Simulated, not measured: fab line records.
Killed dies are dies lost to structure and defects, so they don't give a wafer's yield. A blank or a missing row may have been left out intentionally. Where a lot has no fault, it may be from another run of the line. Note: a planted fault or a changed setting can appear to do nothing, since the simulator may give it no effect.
Chamber matching || flow sfq line || rie diel-04 running SFQ_TRILAYER_I6_VIA_BARC_OPEN_VIA_ETCH_235: 4 sister chambers
The step etches BARC in O2, target depth 125 nm, time 41.7 s. 8 wafers are shown with their chamber, then 7 later ones without.

WAFERS WITH THEIR CHAMBER
{"wafer": "L490.1", "chamber": 0, "drypump motor current A (A)": 6.0, "bias w (W)": 79.78}
{"wafer": "L490.3", "chamber": 1, "drypump motor current A (A)": 5.9, "bias w (W)": 79.91}
{"wafer": "L490.4", "chamber": 1, "drypump motor current A (A)": 6.0, "bias w (W)": 79.66}
{"wafer": "L492.5", "chamber": 2, "drypump motor current A (A)": 6.0, "bias w (W)": 80.02}
{"wafer": "L494.3", "chamber": 0, "drypump motor current A (A)": 6.0, "bias w (W)": 80.12}
{"wafer": "L494.5", "chamber": 3, "drypump motor current A (A)": 5.3, "bias w (W)": 79.91}
{"wafer": "L497.1", "chamber": 2, "drypump motor current A (A)": 6.0, "bias w (W)": 80.28}
{"wafer": "L497.4", "chamber": 3, "drypump motor current A (A)": 5.3, "bias w (W)": 79.76}

WAFERS MISSING THEIR CHAMBER
{"wafer": "L497.6", "drypump motor current A (A)": 5.3, "bias w (W)": 79.94}
{"wafer": "L499.2", "drypump motor current A (A)": 6.0, "bias w (W)": 79.84}
{"wafer": "L499.3", "drypump motor current A (A)": 6.0, "bias w (W)": 80.00}
{"wafer": "L499.5", "drypump motor current A (A)": 5.9, "bias w (W)": 79.61}
{"wafer": "L507.2", "drypump motor current A (A)": 5.4, "bias w (W)": 80.40}
{"wafer": "L507.3", "drypump motor current A (A)": 6.0, "bias w (W)": 80.28}
{"wafer": "L507.5", "drypump motor current A (A)": 6.0, "bias w (W)": 79.74}

EACH ONE'S CHAMBER
{"wafer": "L497.6", "from the rows above": 3, "in truth": 3}
{"wafer": "L499.2", "from the rows above": "can't be placed: 0 or 1 or 2", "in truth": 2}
{"wafer": "L499.3", "from the rows above": "can't be placed: 0 or 2 or 1", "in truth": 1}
{"wafer": "L499.5", "from the rows above": "can't be placed: 1 or 0", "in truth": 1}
{"wafer": "L507.2", "from the rows above": 3, "in truth": 3}
{"wafer": "L507.3", "from the rows above": "can't be placed: 2 or 0", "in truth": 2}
{"wafer": "L507.5", "from the rows above": "can't be placed: 0 or 1 or 2", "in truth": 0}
2 of 7 placed correctly. Not placeable from these rows: 5 (in 5, the candidates include the true chamber). Wrongly placed: 0.
How it was worked out, from the rows above alone: a wafer's distance from a chamber is the root of the sum, over the readings, of the square of ((its reading less the chamber's mean) divided by the reading's scatter). The wafer belongs to the nearest chamber; if the next one is less than 2 further off, it can't be placed. Each chamber's mean is taken over the wafers shown for it. The scatter: the root of (the sum of the squares of (reading less its chamber's mean) over the shown wafers, divided by (wafers less chambers)).
